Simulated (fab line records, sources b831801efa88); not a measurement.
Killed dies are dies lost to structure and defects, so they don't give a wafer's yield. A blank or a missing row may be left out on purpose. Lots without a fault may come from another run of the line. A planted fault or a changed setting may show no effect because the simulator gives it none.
Which tool did it? | flow sky130 | 15 lots, 45 wafers sampled, at 4 steps of a route of 708

WHAT THE GAUGES READ, wafer by wafer
SKY_VIA2_OVL_MEAS_13.
lot  | measured     | on         | VIA2_OVL (nm)
L613 | day 36 06:58 | overlay-01 | -9 -7 1
L614 | day 36 21:12 | overlay-01 | -5 -11 -10
L615 | day 36 23:37 | overlay-01 | -4 1 -1
L617 | day 37 10:49 | overlay-01 | -11 -9 -9
L618 | day 38 06:13 | overlay-02 | -8 -3 -1
L622 | day 39 08:06 | overlay-01 | -5 1 -2
L629 | day 41 11:14 | overlay-01 | -2 1 -3
L630 | day 42 17:10 | overlay-01 | 2 11 -1
L632 | day 42 18:10 | overlay-02 | 4 3 -1
L631 | day 42 17:28 | overlay-02 | -6 -10 -7
L634 | day 42 19:07 | overlay-02 | -4 -6 4
L636 | day 43 18:01 | overlay-02 | -1 -10 -8

SKY_VIA2_RS_MEAS_22: measures by four-point-probe.
lot  | measured     | on            | VIA2_W_RS (ohm/sq)
L613 | day 36 07:53 | film_metro-04 | 0.2773 0.2794 0.2743
L614 | day 36 22:10 | film_metro-04 | 0.2731 0.2774 0.2761
L615 | day 37 00:35 | film_metro-02 | 0.2771 0.2734 0.2761
L617 | day 37 11:44 | film_metro-04 | 0.2694 0.2693 0.2721
L618 | day 38 07:14 | film_metro-01 | 0.2694 0.2692 0.2708
L622 | day 39 09:12 | film_metro-04 | 0.2761 0.2731 0.2719
L629 | day 41 12:13 | film_metro-04 | 0.2781 0.2743 0.2778
L630 | day 42 18:32 | film_metro-04 | 0.2721 0.2741 0.2719
L632 | day 42 19:13 | film_metro-04 | 0.2759 0.2728 0.2685
L631 | day 42 18:55 | film_metro-04 | 0.2728 0.2758 0.2754
L634 | day 42 20:22 | film_metro-02 | 0.2725 0.2778 0.2741
L636 | day 43 19:26 | film_metro-02 | 0.2772 0.2796 0.2785

WHICH TOOL RAN EACH LOT (tool, then ch and the chambers of the sampled wafers, then the start)
lot  | SKY_SONOS_TUNNEL_DEVELOP_06       | SKY_VIA2_ETCH_14
L613 | litho_track-04 ch 0, day 11 09:50 | rie_diel-01 ch 1,2,3, day 36 06:59
L614 | litho_track-04 ch 0, day 11 18:44 | rie_diel-01 ch 0,1,3, day 36 21:14
L615 | litho_track-03 ch 0, day 11 23:38 | rie_diel-04 ch 0,1,2, day 36 23:38
L617 | litho_track-02 ch 0, day 12 18:47 | rie_diel-04 ch 0,1,2, day 37 10:50
L618 | litho_track-04 ch 0, day 13 01:29 | rie_diel-04 ch 1,2,3, day 38 06:14
L619 | litho_track-04, day 13 13:11      | -
L620 | litho_track-02, day 13 14:20      | -
L621 | litho_track-02, day 14 03:08      | -
L622 | litho_track-04 ch 0, day 14 08:02 | rie_diel-01 ch 0,1,3, day 39 08:08
L629 | litho_track-04 ch 0, day 16 17:25 | rie_diel-01 ch 1,2, day 41 11:16
L630 | litho_track-04 ch 0, day 18 00:56 | rie_diel-02 ch 0,1,3, day 42 17:12
L632 | litho_track-02 ch 0, day 18 11:47 | rie_diel-02 ch 1,3, day 42 18:12
L631 | litho_track-03 ch 0, day 18 12:29 | rie_diel-01 ch 1,2, day 42 17:29
L634 | litho_track-02 ch 0, day 18 15:50 | rie_diel-02 ch 0,2, day 42 19:08
L636 | litho_track-04 ch 0, day 19 11:07 | rie_diel-04 ch 1,2, day 43 18:02
- SKY_SONOS_TUNNEL_DEVELOP_06: develop time 60 s.
- SKY_VIA2_ETCH_14: etches BARC in N2/H2, stops on SiO2, time 45.9 s, target depth 60 nm.

WHAT THE TOOLS THEMSELVES READ (means of the sampled wafers that have a number; where no wafer has one, the mark that the record gives instead)
SKY_SONOS_TUNNEL_DEVELOP_06.
lot  | tool           | chill_plate_temp_C (C)
L613 | litho_track-04 | 22.94
L614 | litho_track-04 | 23.05
L615 | litho_track-03 | 22.96
L617 | litho_track-02 | 22.92
L618 | litho_track-04 | 22.90
L619 | litho_track-04 | -
L620 | litho_track-02 | -
L621 | litho_track-02 | -
L622 | litho_track-04 | 23.00
L629 | litho_track-04 | 22.90
L630 | litho_track-04 | 22.99
L632 | litho_track-02 | 22.94
L631 | litho_track-03 | 23.02
L634 | litho_track-02 | 23.02
L636 | litho_track-04 | 23.00

SKY_VIA2_ETCH_14.
lot  | tool        | drypump_motor_current_A (A) | h2_flow_sccm (sccm) | oes_product_au (a.u.) | throttle_valve_pct (%)
L613 | rie_diel-01 | 5.4                         | 199.8               | 0.852                 | 13.221
L614 | rie_diel-01 | 5.8                         | 199.3               | 0.851                 | 13.224
L615 | rie_diel-04 | 5.7                         | 200.6               | 0.858                 | 13.226
L617 | rie_diel-04 | 5.7                         | 200.1               | 0.864                 | 13.231
L618 | rie_diel-04 | 5.5                         | 200.1               | 0.858                 | 13.229
L622 | rie_diel-01 | 5.8                         | 199.8               | 0.851                 | 13.220
L629 | rie_diel-01 | 5.7                         | 199.9               | 0.855                 | 13.233
L630 | rie_diel-02 | 5.9                         | 199.6               | 0.860                 | 13.224
L632 | rie_diel-02 | 6.0                         | 200.0               | 0.856                 | 13.224
L631 | rie_diel-01 | 5.7                         | 199.6               | 0.858                 | 13.209
L634 | rie_diel-02 | 5.9                         | 200.3               | 0.856                 | 13.231
L636 | rie_diel-04 | 5.5                         | 199.8               | 0.856                 | 13.223

THE ANSWER, worked out from the rows above alone
Rule: what is usual is taken from the lots themselves. Put in order of their means at a reading, lots are off if they are a third of the lots or fewer, leave a main group of 4 or more, and stand apart from it by a gap of 3 or more times the standard deviation of the main group's means; of several such gaps the widest counts. A main group whose means are all the same, to the digits that the tables above print for the reading, isn't used. A lot without any number at a reading at which 4 lots or more have one is off too. The other lots that the step has rows for count as sound. The gauges are gone through in route order, then the tools' own readings, and for those a lot's mean is taken as printed above. The first step at which some lot is off is used, and at that step the reading that is off furthest; a lot without a number counts as furthest.
Off: L619, L620, L621, at SKY_SONOS_TUNNEL_DEVELOP_06 (chill_plate_temp_C). Without a number there: L619, L620, L621. The main group: mean 22.97 C, standard deviation 0.048.
A tool fits if, at that step or a process step before it, it ran every lot that is off, and no sound lot after the first of them. None of those tried fits.

WHAT THE SIMULATOR HAD PUT IN
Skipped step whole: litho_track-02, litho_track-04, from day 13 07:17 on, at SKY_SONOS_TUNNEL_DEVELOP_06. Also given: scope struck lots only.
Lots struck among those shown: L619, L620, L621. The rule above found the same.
